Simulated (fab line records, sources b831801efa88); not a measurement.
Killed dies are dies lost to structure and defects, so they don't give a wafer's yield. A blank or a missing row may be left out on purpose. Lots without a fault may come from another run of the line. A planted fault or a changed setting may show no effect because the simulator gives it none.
Chamber matching | flow gf180mcu | GF_V4_CVD_02 on pecvd-04: 3 sister chambers
The step deposits SiO2 from TEOS, target thk 850 nm, time 94.851 s. 6 wafers are shown with their chamber, then 7 later ones without.

WAFERS WITH THEIR CHAMBER
wafer  | chamber | heater_power_w (W)
L659.6 | 0       | 691
L660.5 | 2       | 727
L674.4 | 2       | 697
L674.5 | 1       | 590
L676.2 | 1       | 567
L676.4 | 0       | 548

WAFERS WITHOUT THEIR CHAMBER
wafer  | heater_power_w (W)
L676.5 | 715
L677.2 | 632
L677.3 | 662
L677.4 | 611
L678.2 | 638
L678.5 | 671
L678.6 | 778

WHICH CHAMBER EACH WENT THROUGH
wafer  | from the rows above          | in truth
L676.5 | can't be placed: 2 or 0      | 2
L677.2 | can't be placed: 0 or 1 or 2 | 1
L677.3 | can't be placed: 0 or 2 or 1 | 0
L677.4 | can't be placed: 0 or 1 or 2 | 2
L678.2 | can't be placed: 0 or 1 or 2 | 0
L678.5 | can't be placed: 2 or 0 or 1 | 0
L678.6 | can't be placed: 2 or 0      | 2
Placed correctly: 0 of 7. Can't be placed from these rows: 7 (the true chamber is among the candidates in 7). Placed wrongly: 0.
How it was worked out, from the rows above alone: a wafer's distance from a chamber is the root of the sum, over the readings, of the square of ((its reading less the chamber's mean) divided by the reading's scatter). The wafer belongs to the nearest chamber; if the next one is less than 2 further off, it can't be placed. A chamber's mean is the mean of its shown wafers. The scatter: the root of (the sum of the squares of (reading less its chamber's mean) over the shown wafers, divided by (wafers less chambers)).
